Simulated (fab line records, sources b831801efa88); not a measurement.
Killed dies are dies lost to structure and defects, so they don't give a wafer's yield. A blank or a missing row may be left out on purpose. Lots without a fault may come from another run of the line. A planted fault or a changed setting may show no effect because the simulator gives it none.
Which tool did it? | flow gf180mcu | 6 lots, 18 wafers sampled, at 2 steps of a route of 602

WHAT THE GAUGES READ, wafer by wafer
GF_V1_THK_MEAS_01.
lot  | measured     | on            | V1_CVD_00_THK (nm)
L219 | day 17 19:39 | film_metro-02 | 604 603 609
L221 | day 18 12:23 | film_metro-01 | 596 604 595
L223 | day 19 15:01 | film_metro-04 | 606 599 596
L227 | day 21 00:58 | film_metro-04 | 603 605 605
L229 | day 21 19:50 | film_metro-02 | 604 606 605
L237 | day 24 03:52 | film_metro-02 | 591 595 593

WHICH TOOL RAN EACH LOT (tool, then ch and the chambers of the sampled wafers, then the start)
lot  | GF_HV_LDD_STRIP_22
L219 | plasma_asher-03 ch 0,1, day 11 09:09
L221 | plasma_asher-03 ch 0,1, day 11 22:45
L223 | plasma_asher-03 ch 0,1, day 12 20:28
L227 | plasma_asher-02 ch 0,1, day 14 01:07
L229 | plasma_asher-04 ch 0,1, day 14 12:37
L237 | plasma_asher-02 ch 0,1, day 16 20:56
- GF_HV_LDD_STRIP_22: strips in O2/N2.

THE ANSWER, worked out from the rows above alone
Rule: what is usual is taken from the lots themselves. Put in order of their means at a reading, lots are off if they are a third of the lots or fewer, leave a main group of 4 or more, and stand apart from it by a gap of 3 or more times the standard deviation of the main group's means; of several such gaps the widest counts. A main group whose means are all the same, to the digits that the tables above print for the reading, isn't used. A lot without any number at a reading at which 4 lots or more have one is off too. The other lots that the step has rows for count as sound.
No lot is off at any reading shown: from this, nothing can be told.

WHAT THE SIMULATOR HAD PUT IN
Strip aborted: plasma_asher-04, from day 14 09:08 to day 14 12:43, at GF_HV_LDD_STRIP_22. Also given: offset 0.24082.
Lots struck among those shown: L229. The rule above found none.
